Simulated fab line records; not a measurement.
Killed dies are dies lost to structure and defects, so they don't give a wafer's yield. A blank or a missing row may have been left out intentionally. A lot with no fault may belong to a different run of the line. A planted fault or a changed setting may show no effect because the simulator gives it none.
Which tool did it?	flow gf180mcu	18 wafers from 6 lots sampled at 2 of the route's 602 steps

== WHAT THE GAUGES READ, wafer by wafer ==
GF_STI_THK_MEAS_04.
lot	measured	on	STI_CVD_03_THK (nm)
L983	day 1 23:34	filmMetro-02	205.9 208.0 205.7
L985	day 2 10:19	filmMetro-02	209.0 208.5 207.7
L988	day 3 01:26	filmMetro-01	205.9 207.1 205.7
L990	day 3 11:37	filmMetro-02	205.8 205.7 205.8
L998	day 5 03:56	filmMetro-03	214.6 214.8 219.3
L103	day 6 03:34	filmMetro-02	206.8 207.0 206.2

== WHICH TOOL RAN EACH LOT (tool, then ch and the chambers of the sampled wafers, then the start) ==
lot	GF_STI_CVD_03
L983	lpcvd-02 ch 0, day 1 21:34
L985	lpcvd-02 ch 0, day 2 08:18
L988	lpcvd-01 ch 1, day 2 23:27
L990	lpcvd-02 ch 1, day 3 09:37
L998	lpcvd-02 ch 1, day 5 00:56
L103	lpcvd-01 ch 0, day 6 01:34
- GF_STI_CVD_03: deposits Si3N4 from DCS/NH3, target thk 207.16 nm, time 3551 s.

== THE ANSWER, worked out from the rows above alone ==
Rule: usual is defined by the lots themselves. Put in order of their means at a reading, lots are off if they are a third of the lots or fewer, leave a main group of 4 or more, and stand apart from it by a gap of 3 or more times the standard deviation of the main group's means; of several such gaps the widest counts. The tables above print the reading to a certain number of digits; a main group whose means all agree to those digits is not used. Also off: a lot with no number at a reading for which 4 or more lots have one. Where the step has rows for the other lots, those lots are counted as sound.
Off: at GF_STI_THK_MEAS_04 (STI_CVD_03_THK), L998. The main group has a mean of 206.7 nm with a standard deviation of 0.9.
If a tool, at a process step before that reading, ran all the lots that are off and no sound lot after the first of them, it fits. Gauges at GF_STI_THK_MEAS_04: tried the same way as those tools. This does not decide it: 2 tools fit, namely lpcvd-02 at GF_STI_CVD_03 and filmMetro-03 at GF_STI_THK_MEAS_04.

== WHAT HAD BEEN PUT IN BY THE SIMULATOR ==
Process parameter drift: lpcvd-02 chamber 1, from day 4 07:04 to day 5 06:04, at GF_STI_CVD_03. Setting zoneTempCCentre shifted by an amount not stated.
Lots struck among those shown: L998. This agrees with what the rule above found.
